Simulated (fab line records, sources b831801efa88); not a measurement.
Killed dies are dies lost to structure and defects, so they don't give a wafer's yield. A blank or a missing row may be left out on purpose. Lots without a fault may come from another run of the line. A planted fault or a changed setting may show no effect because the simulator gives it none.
fab line records | flow gf180mcu
record lots=5 wafers=23
route steps=602 shown PSD@254 SAB@272 SALICIDE@281 CONTACT@287 M1@319 V1@344
start_h: hours from the record's first day to the start of the lot's first wafer shown | wait_h: hours since the lot's step before | " the same as in the row above | L1.1+2: a row that stands for several wafers | - no value, or no start given | * or withheld: withheld | < > ~ a bound
route shown NAME@n: a module of which the file shows steps, and the number in the route of the first | usual: mean/standard deviation of fault-free wafers | same: alike in all rows | chamber/n: place in a boat | sites: the reading at each site | _std_site: their standard deviation | _edge_site: outer sites' mean less inner sites' | radius_mm: how far each site lies from the wafer's centre | mask NAME#n: copy n | behind: the tool/chamber that last shaped the wafer | hold: why the lot was held/for how many hours/how that ended | device: the transistor (n, p or np) that didn't switch | end of line: the same wafers' tests at the end of the route | a step without rows: its recipe alone | killed: dies lost to structure and defects at the first sort, not the wafer's yield | map: a wafer's dies, x killed, . not, _ none there
set.NAME: the setting as run; set.NAME@STEP: as run at that earlier step | model.NAME: the simulator's own value behind a step, which no gauge read
lots whose settings were changed on purpose; a table a step, a row a wafer
## steps
# step GF_PSD_DEVELOP_06
# recipe develop_time_s=60 dev_temp_c=23
# columns lot.wafer tool chamber start_h wait_h set.develop_time_s
L075.1+2+3+4+5 litho_track-04 0 317.17 0.1 60
L076.2+5 litho_track-01 0 338.95 0.1 60
L076.3+4+6 " 0 " " 62.61
L082.1+2 litho_track-04 0 402.17 0.1 55.33
L082.4+5+6 " 0 " " 60
L083.1+2+4 litho_track-01 0 402.72 0.1 51.83
L083.3+6 " 0 " " 60
L084.2+3+5 litho_track-04 0 403.49 0.1 60
# step GF_PSD_CD_MEAS_07
# recipe target_cd_nm=400
# usual cd_nm=399.8/2.3
# columns lot.wafer tool chamber start_h wait_h set.develop_time_s@PSD_DEVELOP_06 cd_nm
L075.1 cd_sem-02 - 317.32 0.1 60 399.5
L075.2 " - " " 60 399.3
L075.3 " - " " 60 399.1
L075.4 " - " " 60 398.0
L075.5 " - " " 60 400.2
L076.2 cd_sem-02 - 339.09 0.1 60 396.9
L076.3 " - " " 62.61 399.8
L076.4 " - " " 62.61 400.3
L076.5 " - " " 60 398.5
L076.6 " - " " 62.61 400.7
L082.1 cd_sem-01 - 402.34 0.1 55.33 392.5
L082.2 " - " " 55.33 394.0
L082.4 " - " " 60 399.9
L082.5 " - " " 60 401.1
L082.6 " - " " 60 402.5
L083.1 cd_sem-02 - 402.87 0.1 51.83 382.1
L083.2 " - " " 51.83 383.9
L083.3 " - " " 60 400.3
L083.4 " - " " 51.83 383.4
L083.6 " - " " 60 395.5
L084.2 cd_sem-01 - 403.64 0.1 60 400.1
L084.3 " - " " 60 401.4
L084.5 " - " " 60 399.2
# step GF_PSD_IMPLANT_09
# recipe species=BF2 energy_kev=40 dose_cm2=1.5e+15 tilt_deg=7
# step GF_PSD_STRIP_10
# recipe chemistry=O2/N2 power_w=1400 pressure_mtorr=1500 platen_temp_c=250 o2_flow_sccm=3000 n2_flow_sccm=300 overash_fraction=0.5
# usual strip_time_to_endpoint_s=16.533/0.028
# columns lot.wafer tool chamber start_h wait_h set.spin_rpm@PSD_COAT_02 strip_time_to_endpoint_s
L075.1 plasma_asher-02 1 317.63 0.1 3000 16.526
L075.2 " 0 " " 3000 16.509
L075.3 " 1 " " 3000 16.528
L075.4 " 0 " " 3000 16.506
L075.5 " 1 " " 3000 16.521
L076.2 plasma_asher-02 0 339.38 0.1 3000 16.602
L076.3 " 1 " " 2911 16.742
L076.4 " 0 " " 3000 16.573
L076.5 " 0 " " 3000 16.528
L076.6 " 1 " " 2911 16.741
L082.1 plasma_asher-04 0 402.65 0.1 3000 16.483
L082.2 " 1 " " 3000 16.493
L082.4 " 0 " " 3000 16.516
L082.5 " 0 " " 3000 16.506
L082.6 " 1 " " 3000 16.539
L083.1 plasma_asher-01 1 403.18 0.1 2796 16.928
L083.2 " 0 " " 2796 17.002
L083.3 " 1 " " 3000 16.572
L083.4 " 0 " " 3000 16.537
L083.6 " 0 " " 2796 16.990
L084.2 plasma_asher-01 0 403.92 0.1 3000 16.545
L084.3 " 0 " " 3000 16.555
L084.5 " 0 " " 3000 16.554
# step GF_SAB_DEVELOP_08
# recipe develop_time_s=60 dev_temp_c=23
# columns lot.wafer tool chamber start_h wait_h set.dev_temp_c
L075.1+2+3+4+5 litho_track-03 0 337.80 0.1 23
L076.2+4+6 litho_track-04 0 362.14 0.1 23
L076.3+5 " 0 " " 19.7
L082.1+2+4+5+6 litho_track-04 0 425.57 0.1 23
L083.1+2+3 litho_track-01 0 427.27 0.1 23
L083.4+6 " 0 " " 20.81
L084.2+3+5 litho_track-04 0 428.44 0.1 23
# step GF_SAB_CD_MEAS_09
# recipe target_cd_nm=420
# usual cd_nm=418.2/2.2
# columns lot.wafer tool chamber start_h wait_h set.dev_temp_c@SAB_DEVELOP_08 cd_nm
L075.1 cd_sem-01 - 337.95 0.1 23 416.4
L075.2 " - " " 23 415.9
L075.3 " - " " 23 415.4
L075.4 " - " " 23 415.1
L075.5 " - " " 23 412.2
L076.2 cd_sem-01 - 362.29 0.1 23 418.4
L076.3 " - " " 19.7 409.5
L076.4 " - " " 23 419.9
L076.5 " - " " 19.7 408.1
L076.6 " - " " 23 420.5
L082.1 cd_sem-01 - 425.72 0.1 23 420.6
L082.2 " - " " 23 419.5
L082.4 " - " " 23 419.1
L082.5 " - " " 23 421.2
L082.6 " - " " 23 420.2
L083.1 cd_sem-02 - 427.42 0.1 23 414.5
L083.2 " - " " 23 412.9
L083.3 " - " " 23 412.9
L083.4 " - " " 20.81 407.7
L083.6 " - " " 20.81 407.0
L084.2 cd_sem-01 - 428.59 0.1 23 418.4
L084.3 " - " " 23 418.9
L084.5 " - " " 23 417.9
# step GF_SAB_ETCH_11
# recipe chemistry=C4F8/O2/Ar mask_material=NOVOLAK target=SiO2 target_depth_nm=55 source_w=1500 bias_w=1200 pressure_mtorr=40 c4f8_flow_sccm=withheld O2_flow_sccm=6 Ar_flow_sccm=300 time_s=8.5
# columns lot.wafer tool chamber start_h wait_h set.dev_temp_c@SAB_DEVELOP_08 model.SAB.cd_nm
L075.1 rie_diel-04 0 338.11 0.0 23 416.2
L075.2 " 1 " " 23 416.1
L075.3 " 2 " " 23 415.6
L075.4 " 3 " " 23 414.6
L075.5 " 2 " " 23 412.5
L076.2 rie_diel-03 1 362.42 0.0 23 418.7
L076.3 " 0 " " 19.7 409.6
L076.4 " 2 " " 23 420.1
L076.5 " 0 " " 19.7 408.4
L076.6 " 3 " " 23 420.9
L082.1 rie_diel-03 0 425.87 0.0 23 420.7
L082.2 " 1 " " 23 419.3
L082.4 " 3 " " 23 419.5
L082.5 " 2 " " 23 421.2
L082.6 " 1 " " 23 419.8
L083.1 rie_diel-03 3 427.58 0.0 23 414.5
L083.2 " 2 " " 23 412.9
L083.3 " 1 " " 23 412.4
L083.4 " 0 " " 20.81 407.2
L083.6 " 3 " " 20.81 407.1
L084.2+5 rie_diel-03 1,3 428.72 0.0 23 418
L084.3 " 2 " " 23 418.9
# step GF_SALICIDE_SPUTTER_03
# recipe material=TiN target_thk_nm=20 power_w=6500 time_s=16.7 chamber_pressure_pa=0.4
# columns lot.wafer tool chamber start_h wait_h set.time_s model.TiN_of_SALICIDE_SPUTTER_03.thk_nm
L075.1 pvd_sputter-03 - 338.52 0.0 17.67 20.64
L075.2 " - " " 16.7 19.65
L075.3 " - " " 16.7 19.39
L075.4 " - " " 16.7 19.47
L075.5 " - " " 17.67 20.63
L076.2 pvd_sputter-03 - 362.81 0.0 15.2 18.01
L076.3 " - " " 15.2 18.3
L076.4 " - " " 16.7 19.9
L076.5 " - " " 16.7 19.93
L076.6 " - " " 15.2 18.12
L082.1 pvd_sputter-03 - 426.24 0.0 16.7 19.49
L082.2 " - " " 16.7 19.76
L082.4 " - " " 16.7 19.6
L082.5 " - " " 16.7 19.52
L082.6 " - " " 16.7 19.79
L083.1 pvd_sputter-03 - 427.94 0.0 14.62 17.33
L083.2 " - " " 16.7 19.61
L083.3 " - " " 14.62 17.1
L083.4 " - " " 14.62 17.41
L083.6 " - " " 16.7 19.84
L084.2 pvd_sputter-01 - 429.17 0.0 16.7 19.7
L084.3 " - " " 16.7 19.81
L084.5 " - " " 16.7 19.49
# step GF_SALICIDE_THK_MEAS_05
# recipe thk_meas_gauge=xrf reads=TiN_of_SALICIDE_SPUTTER_03
# usual SALICIDE_TIN_THK=20.00/0.25
# columns lot.wafer tool chamber start_h wait_h set.time_s@SALICIDE_SPUTTER_03 SALICIDE_TIN_THK[nm]
L075.1 film_metro-04 - 338.67 0.1 17.67 20.70
L075.2 " - " " 16.7 19.82
L075.3 " - " " 16.7 19.50
L075.4 " - " " 16.7 19.69
L075.5 " - " " 17.67 20.76
L076.2 film_metro-03 - 362.96 0.1 15.2 18.31
L076.3 " - " " 15.2 18.52
L076.4 " - " " 16.7 20.16
L076.5 " - " " 16.7 20.14
L076.6 " - " " 15.2 18.34
L082.1 film_metro-04 - 426.39 0.1 16.7 19.62
L082.2 " - " " 16.7 19.81
L082.4 " - " " 16.7 19.74
L082.5 " - " " 16.7 19.62
L082.6 " - " " 16.7 19.89
L083.1 film_metro-02 - 428.09 0.1 14.62 17.50
L083.2 " - " " 16.7 19.78
L083.3 " - " " 14.62 17.30
L083.4 " - " " 14.62 17.51
L083.6 " - " " 16.7 19.94
L084.2 film_metro-04 - 429.33 0.1 16.7 19.79
L084.3 " - " " 16.7 19.97
L084.5 " - " " 16.7 19.49
# step GF_CONTACT_CVD_00
# recipe material=SiO2 target_thk_nm=300 sigma_open_frac=0.3 temp_c=400 time_s=50 sih4_flow_sccm=60 pressure_mtorr=6
# columns lot.wafer tool chamber start_h wait_h set.sih4_flow_sccm
L075.1+2+3+4+5 hdpcvd-01 2,1,0,1,2 339.02 0.1 60
L076.2+3+5 hdpcvd-02 1,0,1 363.50 0.1 60
L076.4+6 " 0,2 " " 67.02
L082.1+2+4+5+6 hdpcvd-01 0,2,0,1,2 426.81 0.1 60
L083.1+2+3+4+6 hdpcvd-02 1,0,2,1,0 428.44 0.1 60
L084.2+3+5 hdpcvd-01 1,0,2 429.67 0.1 60
# step GF_CONTACT_CMP_04
# recipe material=SiO2 down_force_psi=4 platen_rpm=60 pad_velocity_m_s=0.94248
# columns lot.wafer tool chamber start_h wait_h set.leave_above_ref_nm model.SiO2_of_CONTACT_CVD_02.thk_nm
L075.3 cmp-02 3 339.25 0.0 522.3 521.7
L075.1 " 0 " " 560 559.5
L075.2 " 1 " " 560 559.6
L075.4 " 2 " " 522.3 520.7
L075.5 " 0 " " 560 560
L076.4 cmp-02 1 363.98 0.3 560 560.3
L076.2 " 3 " " 583.4 583.8
L076.3 " 0 " " 560 562.1
L076.6 " 1 " " 583.4 584.8
L076.5 " 2 " " 583.4 584.2
L082.4 cmp-02 3 427.04 0.0 573.5 572.7
L082.2 " 1 " " 573.5 573.5
L082.1 " 2 " " 560 560
L082.5 " 3 " " 573.5 572.3
L082.6 " 0 " " 560 560.8
L083.2 cmp-02 3 428.68 0.0 560 559.9
L083.1 " 0 " " 597.4 597.9
L083.3 " 1 " " 597.4 598.5
L083.4 " 2 " " 560 559.8
L083.6 " 3 " " 560 558.7
L084.3 cmp-02 2 430.33 0.5 560 560.2
L084.2 " 1 " " 560 559.6
L084.5 " 2 " " 560 558.8
# step GF_CONTACT_ETCH_17
# recipe chemistry=C4F8/O2/Ar mask_material=KrF target=SiO2 stop_on=CoSi2 source_w=1500 bias_w=1200 pressure_mtorr=40 c4f8_flow_sccm=withheld O2_flow_sccm=6 Ar_flow_sccm=300 time_s=withheld target_depth_a=8600
# columns lot.wafer tool chamber start_h wait_h set.bias_w set.sih4_flow_sccm@CONTACT_CVD_00 set.leave_above_ref_nm@CONTACT_CMP_04 model.CONTACT.feature_depth_nm model.etch.depth_nm
L075.1 rie_diel-02 0 - - 1114 60 560 864 -
L075.2 " 2 " " 1114 60 560 863.4 863.4
L075.3 " 1 " " 1200 60 522.3 824 824
L075.4 " 3 " " 1200 60 522.3 825.4 825.4
L075.5 " 2 " " 1200 60 560 863 -
L076.2 rie_diel-01 1 - - 1200 60 583.4 883.4 -
L076.3 " 3 " " 1301 60 560 866.4 -
L076.4 " 2 " " 1301 67.02 560 898.2 -
L076.5 " 1 " " 1301 60 583.4 885.7 885.7
L076.6 " 0 " " 1200 67.02 583.4 919.2 919.2
L082.1 rie_diel-02 3 - - 1321 60 560 863.4 863.4
L082.2 " 0 " " 1200 60 573.5 876.3 -
L082.4 " 2 " " 1321 60 573.5 876.1 876.1
L082.5 " 0 " " 1321 60 573.5 879.1 879.1
L082.6 " 3 " " 1200 60 560 867.9 -
L083.1 rie_diel-04 0 - - 1200 60 597.4 897.9 897.9
L083.2 " 1 " " 1200 60 560 859.5 859.5
L083.3 " 3 " " 1284 60 597.4 892.8 892.8
L083.4 " 2 " " 1284 60 560 861.3 -
L083.6 " 1 " " 1200 60 560 859.2 -
L084.2 rie_diel-04 0 - - 1200 60 560 865.4 865.4
L084.3 " 2 " " 1200 60 560 864.1 864.1
L084.5 " 2 " " 1200 60 560 860.7 860.7
# step GF_CONTACT_CVD_24
# recipe material=W target_thk_nm=300 time_s=90.339 temp_c=400 pressure_torr=40
# columns lot.wafer tool chamber start_h wait_h set.temp_c model.W_of_CONTACT_CVD_24.thk_nm
L075.1 cvd_w-02 1 362.82 0.0 400 289.3
L075.2 " 0 " " 400 294
L075.3 " 1 " " 400 287.7
L075.4 " 0 " " 400 296.6
L075.5 " 0 " " 400 291.2
L076.2 cvd_w-02 0 387.22 0.0 400 293.4
L076.3 " 0 " " 392.2 256.7
L076.4 " 1 " " 400 291.6
L076.5 " 0 " " 392.2 257.5
L076.6 " 1 " " 400 290.1
L082.1 cvd_w-02 0 452.00 0.0 400 295.9
L082.2 " 1 " " 400 295.1
L082.4 " 1 " " 400 293.7
L082.5 " 1 " " 400 292.4
L082.6 " 0 " " 400 296.4
L083.1 cvd_w-01 1 453.63 0.0 392.2 259.1
L083.2 " 0 " " 392.2 260.3
L083.3 " 1 " " 400 295.7
L083.4 " 0 " " 392.2 262.6
L083.6 " 0 " " 400 299.3
L084.2 cvd_w-02 1 456.52 0.0 400 290.5
L084.3 " 0 " " 400 292.3
L084.5 " 1 " " 400 291.5
# step GF_CONTACT_RS_MEAS_25
# recipe thk_meas_gauge=four-point-probe reads=W_of_CONTACT_CVD_24+TiN_of_CONTACT_SPUTTER_23+Ti_of_CONTACT_SPUTTER_22
# usual CONTACT_W_RS=0.388/0.0047
# columns lot.wafer tool chamber start_h wait_h set.temp_c@CONTACT_CVD_24 CONTACT_W_RS[ohm/sq]
L075.1 film_metro-02 - 362.92 0.1 400 0.397
L075.2 " - " " 400 0.391
L075.3 " - " " 400 0.399
L075.4 " - " " 400 0.387
L075.5 " - " " 400 0.394
L076.2 film_metro-04 - 387.34 0.1 400 0.390
L076.3 " - " " 392.2 0.447
L076.4 " - " " 400 0.394
L076.5 " - " " 392.2 0.445
L076.6 " - " " 400 0.395
L082.1 film_metro-04 - 452.10 0.1 400 0.386
L082.2 " - " " 400 0.389
L082.4 " - " " 400 0.390
L082.5 " - " " 400 0.391
L082.6 " - " " 400 0.386
L083.1 film_metro-04 - 453.73 0.1 392.2 0.442
L083.2 " - " " 392.2 0.442
L083.3 " - " " 400 0.387
L083.4 " - " " 392.2 0.437
L083.6 " - " " 400 0.383
L084.2 film_metro-04 - 456.64 0.1 400 0.395
L084.3 " - " " 400 0.392
L084.5 " - " " 400 0.393
# step GF_CONTACT_THK_MEAS_26
# recipe thk_meas_gauge=xrf reads=W_of_CONTACT_CVD_24
# usual CONTACT_W_THK=293/3.7
# columns lot.wafer tool chamber start_h wait_h set.temp_c@CONTACT_CVD_24 CONTACT_W_THK[nm]
L075.1 film_metro-02 - 363.04 0.1 400 285
L075.2 " - " " 400 292
L075.3 " - " " 400 285
L075.4 " - " " 400 295
L075.5 " - " " 400 290
L076.2 film_metro-04 - 387.45 0.1 400 291
L076.3 " - " " 392.2 255
L076.4 " - " " 400 289
L076.5 " - " " 392.2 254
L076.6 " - " " 400 288
L082.1 film_metro-04 - 452.22 0.1 400 293
L082.2 " - " " 400 294
L082.4 " - " " 400 292
L082.5 " - " " 400 290
L082.6 " - " " 400 295
L083.1 film_metro-04 - 453.85 0.1 392.2 258
L083.2 " - " " 392.2 260
L083.3 " - " " 400 295
L083.4 " - " " 392.2 263
L083.6 " - " " 400 298
L084.2 film_metro-04 - 456.75 0.1 400 288
L084.3 " - " " 400 290
L084.5 " - " " 400 289
# step GF_M1_SPUTTER_04
# recipe material=TiN target_thk_nm=50 power_w=6500 time_s=41.7 chamber_pressure_pa=0.4
# columns lot.wafer tool chamber start_h wait_h set.power_w model.TiN_of_M1_SPUTTER_04.thk_nm
L075.1 pvd_sputter-02 - 363.87 0.0 6500 49.79
L075.2 " - " " 6500 49.95
L075.3 " - " " 6500 50.25
L075.4 " - " " 6500 49.81
L075.5 " - " " 6500 49.71
L076.2 pvd_sputter-04 - 388.06 0.0 6065 46.77
L076.3 " - " " 6065 47.26
L076.4 " - " " 6065 46.67
L076.5 " - " " 6500 50.48
L076.6 " - " " 6500 50.26
L082.1 pvd_sputter-02 - 452.77 0.0 6799 51.46
L082.2 " - " " 6799 51.19
L082.4 " - " " 6799 51.9
L082.5 " - " " 6500 49.38
L082.6 " - " " 6500 49.71
L083.1 pvd_sputter-04 - 454.39 0.0 6500 50.26
L083.2 " - " " 6500 50.63
L083.3 " - " " 6500 50.49
L083.4 " - " " 6500 50.04
L083.6 " - " " 6500 50.52
L084.2 pvd_sputter-01 - 457.28 0.0 6500 51.07
L084.3 " - " " 6500 50.46
L084.5 " - " " 6500 50.84
# step GF_M1_STRIP_17
# recipe chemistry=O2/N2 power_w=1400 pressure_mtorr=1500 platen_temp_c=250 o2_flow_sccm=3000 n2_flow_sccm=300 overash_fraction=0.5
# usual strip_time_to_endpoint_s=7.95/0.039
# columns lot.wafer tool chamber start_h wait_h set.power_w strip_time_to_endpoint_s
L075.1 plasma_asher-01 1 386.34 0.1 1400 7.96
L075.2 " 0 " " 1309 8.40
L075.3 " 1 " " 1400 7.93
L075.4 " 0 " " 1309 8.37
L075.5 " 1 " " 1309 8.33
L076.2 plasma_asher-02 0 411.24 0.1 1400 7.87
L076.3 " 0 " " 1400 7.89
L076.4 " 1 " " 1255 8.67
L076.5 " 1 " " 1255 8.62
L076.6 " 0 " " 1255 8.65
L082.1 plasma_asher-03 0 477.49 0.1 1400 8.04
L082.2 " 1 " " 1400 7.93
L082.4 " 0 " " 1400 7.94
L082.5 " 0 " " 1400 7.91
L082.6 " 1 " " 1400 7.98
L083.1 plasma_asher-01 0 479.06 0.1 1326 8.32
L083.2 " 1 " " 1326 8.34
L083.3 " 0 " " 1326 8.30
L083.4 " 1 " " 1400 7.96
L083.6 " 0 " " 1400 7.91
L084.2 plasma_asher-01 0 480.58 0.1 1400 7.97
L084.3 " 1 " " 1400 8.00
L084.5 " 0 " " 1400 7.95
# step GF_V1_COAT_09
# recipe resist=KrF spin_rpm=withheld resist_thk_nm=1000
# columns lot.wafer tool chamber start_h wait_h set.resist_thk_nm model.KrF_of_V1_COAT_09.thk_nm
L075.1 litho_track-01 0 - - 1000 1002
L075.2 " 0 " " 1000 1003
L075.3 " 0 " " 1000 1001
L075.4 " 0 " " 947.3 949.3
L075.5 " 0 " " 947.3 948.2
L076.2+5 litho_track-02 0 - - 1000 1001
L076.3 " 0 " " 949 950.2
L076.4 " 0 " " 949 952.4
L076.6 " 0 " " 949 947.6
L082.1 litho_track-02 0 - - 1049 1049
L082.2 " 0 " " 1049 1047
L082.4 " 0 " " 1000 999.8
L082.5 " 0 " " 1000 999.3
L082.6 " 0 " " 1049 1050
L083.1 litho_track-04 0 - - 1058 1061
L083.2 " 0 " " 1000 1002
L083.3+6 " 0 " " 1000 1004
L083.4 " 0 " " 1058 1062
L084.2 litho_track-01 0 - - 1000 1002
L084.3+5 " 0 " " 1000 1001
## key
split step=GF_PSD_DEVELOP_06 setting=develop_time_s stated=60 by=wafer
response step=GF_PSD_CD_MEAS_07 reading=cd_nm change=+1.03 per=1% r=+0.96
split step=GF_SAB_DEVELOP_08 setting=dev_temp_c stated=23 by=wafer
response step=GF_SAB_CD_MEAS_09 reading=cd_nm change=+0.713 per=1% r=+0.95
response step=GF_SAB_ETCH_11 reading=model.SAB.cd_nm change=+0.722 per=1% r=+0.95
split step=GF_SALICIDE_SPUTTER_03 setting=time_s stated=16.7 by=wafer
response step=GF_SALICIDE_SPUTTER_03 reading=model.TiN_of_SALICIDE_SPUTTER_03.thk_nm change=+0.196 per=1% r=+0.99
response step=GF_SALICIDE_THK_MEAS_05 reading=SALICIDE_TIN_THK change=+0.194 per=1% r=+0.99
split step=GF_CONTACT_CVD_00 setting=sih4_flow_sccm stated=60 by=wafer
response step=GF_CONTACT_ETCH_17 reading=model.CONTACT.feature_depth_nm slope=+2.9 per=1% together_with=leave_above_ref_nm@CONTACT_CMP_04 explained=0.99
response step=GF_CONTACT_ETCH_17 reading=model.etch.depth_nm slope=+2.86 per=1% together_with=leave_above_ref_nm@CONTACT_CMP_04 explained=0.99
split step=GF_CONTACT_CMP_04 setting=leave_above_ref_nm stated=560 by=wafer
response step=GF_CONTACT_CMP_04 reading=model.SiO2_of_CONTACT_CVD_02.thk_nm change=+5.69 per=1% r=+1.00
response step=GF_CONTACT_ETCH_17 reading=model.etch.depth_nm change=+5.58 per=1% r=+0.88
response step=GF_CONTACT_ETCH_17 reading=model.CONTACT.feature_depth_nm slope=+5.35 per=1% together_with=sih4_flow_sccm@CONTACT_CVD_00 explained=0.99
split step=GF_CONTACT_ETCH_17 setting=bias_w stated=1200 by=wafer
response none clear
split step=GF_CONTACT_CVD_24 setting=temp_c stated=400 by=wafer
response step=GF_CONTACT_CVD_24 reading=model.W_of_CONTACT_CVD_24.thk_nm change=+18.3 per=1% r=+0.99
response step=GF_CONTACT_RS_MEAS_25 reading=CONTACT_W_RS change=-0.0278 per=1% r=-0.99
response step=GF_CONTACT_THK_MEAS_26 reading=CONTACT_W_THK change=+18.1 per=1% r=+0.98
split step=GF_M1_SPUTTER_04 setting=power_w stated=6500 by=wafer
response step=GF_M1_SPUTTER_04 reading=model.TiN_of_M1_SPUTTER_04.thk_nm change=+0.49 per=1% r=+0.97
split step=GF_M1_STRIP_17 setting=power_w stated=1400 by=wafer
response step=GF_M1_STRIP_17 reading=strip_time_to_endpoint_s change=* per=1% r=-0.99
split step=GF_V1_COAT_09 setting=resist_thk_nm stated=1000 by=wafer
response step=GF_V1_COAT_09 reading=model.KrF_of_V1_COAT_09.thk_nm change=+10 per=1% r=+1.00
split outside_this_file step=GF_PSD_COAT_02 setting=spin_rpm
# split outside_this_file: this setting was split too, and the file shows its column; the key of that split is in another file
